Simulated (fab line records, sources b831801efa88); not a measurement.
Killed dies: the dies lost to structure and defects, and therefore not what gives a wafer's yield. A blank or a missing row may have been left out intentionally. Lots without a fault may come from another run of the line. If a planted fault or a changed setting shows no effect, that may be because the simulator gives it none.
A struck lot beside a sound one -- flow sky130 -- 16 steps out of a route of 708
Sound: wafers L872.3, L872.4, L872.5. Struck: wafers L880.3, L880.4, L880.6. The cause comes at the end.
Per side, at each step with rows, come the tool, then ch with its chambers, and then its first start. Under that, the readings that differ: sound wafers -- struck wafers -- difference of the means -- sigmas: that difference in standard deviations of wafers without a fault.
alike: words and numbers the same on both sides, and readings whose means are apart by under 2 such deviations; not compared: readings that were withheld, readings missing a value for some wafer, numbers with overlapping values and no deviation given by the record, and bounds like >300 which may hide the same value.
The two part at a step that has a row with sigmas, a row that says differs or no value, or rows on one side only. When numbers do not overlap yet have no deviation, they are printed without sigmas and do not part them. A reading missing from all wafers of one side parts the sides only when that side holds two or more wafers.

SKY_METAL2_THK_MEAS_06: measures by xrf.
  sound on film-metro-02 at day 34 03:25; struck on film-metro-02 at day 37 14:44
  alike: METAL2_ALCU_THK
then, 8 steps without rows for these wafers: SKY_METAL2_DEHYDRATE_07 (time 60 s); SKY_METAL2_HMDS_08 (prime time 60 s); SKY_METAL2_COAT_09 (resist thk 60 nm); SKY_METAL2_COAT_10 (resist thk 450 nm); SKY_METAL2_SOFTBAKE_11 (time 90 s); SKY_METAL2_EXPOSE_12 (exposes mask MM2, target cd 140 nm); SKY_METAL2_PEB_13; SKY_METAL2_DEVELOP_14 (develop time 60 s).
SKY_METAL2_CD_MEAS_15 targets a cd of 140 nm.
  sound on cd-sem-02 at day 35 06:43; struck on cd-sem-02 at day 38 15:56
  alike: cd-nm
SKY_METAL2_OVL_MEAS_16:
  sound on overlay-02 at day 35 06:48; struck on overlay-01 at day 38 16:01
  alike: METAL2_OVL
SKY_METAL2_DESCUM_17: chemistry O2, time 8 s.
  sound on rie-metal-03 ch 0,1, day 35 06:50; struck on rie-metal-04 ch 0,1, day 38 16:03
  alike: drypump-motor-current-A, oes-product-au
  not compared: rf-hours-counter-h
SKY_METAL2_ETCH_18: etches BARC in N2/H2, stops on SiO2, time 45.9 s, target depth 60 nm.
  sound on rie-metal-03 ch 0,1, day 35 06:53; struck on rie-metal-04 ch 0,1, day 38 16:06
reading,sound,struck,difference,sigmas
oes-product-au (a.u.),0.860 0.860 0.857,1.006 0.979 0.986,+0.131,+29
run-length-s (s),74.10 74.30 73.88,66.91 66.41 66.17,-7.60,-29
model.KrF-thick_of_METAL2_COAT_10.thk-nm (nm),394 394.1 394,400.4 402.2 401.9,+7.5,
  alike: drypump-motor-current-A, throttle-valve-pct
  not compared: rf-hours-counter-h
SKY_METAL2_METAL_ETCH_19: etches the open film in Cl2/BCl3, stops on SiO2, target depth 360 nm, time 78 s.
  sound on rie-metal-03 ch 0,1, day 35 06:57; struck on rie-metal-04 ch 0,1, day 38 16:10
  alike: drypump-motor-current-A, oes-product-au, run-length-s, throttle-valve-pct
  not compared: rf-hours-counter-h, model.KrF-thick_of_METAL2_COAT_10.thk-nm
SKY_METAL2_STRIP_20: strips in O2/N2.
  sound on plasma-asher-04 ch 0,1, day 35 07:02; struck on plasma-asher-04 ch 0,1, day 38 16:16
  alike: drypump-motor-current-A, oes-product-au, strip-time-to-endpoint-s
  not compared: rf-hours-counter-h
-- the record jumps here: 10 days lie between the struck wafers' starts before and after (it left off in module METAL2 and takes up again in module PAD_OPEN, whose first step shown is number 708 of the route) --
SKY_PAD_OPEN_PROBE_99:
  sound on prober-02 at day 46 00:16; struck on prober-02 at day 48 14:18
  alike: defect-limited-yield, killed_at_M0_to_M3, killed_at_M4_up, killed-at-contacts, killed-at-front-end, killed-at-other, killed-dies, killed-open, killed-short, sort_bin_3_pad_short, sort_bin_5_function, sort_bin_6_memory, sort-n-pass, sort-yield-pct

== WHERE THEY PART ==
Only at SKY_METAL2_ETCH_18, as far as this record shows. Later steps at which nothing parts them and some readings are alike: SKY_METAL2_METAL_ETCH_19, SKY_METAL2_STRIP_20, SKY_PAD_OPEN_PROBE_99.

WHY: the cause the simulator had injected
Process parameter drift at SKY_METAL2_ETCH_18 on rie-metal-04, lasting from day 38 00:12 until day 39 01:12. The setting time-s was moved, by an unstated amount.
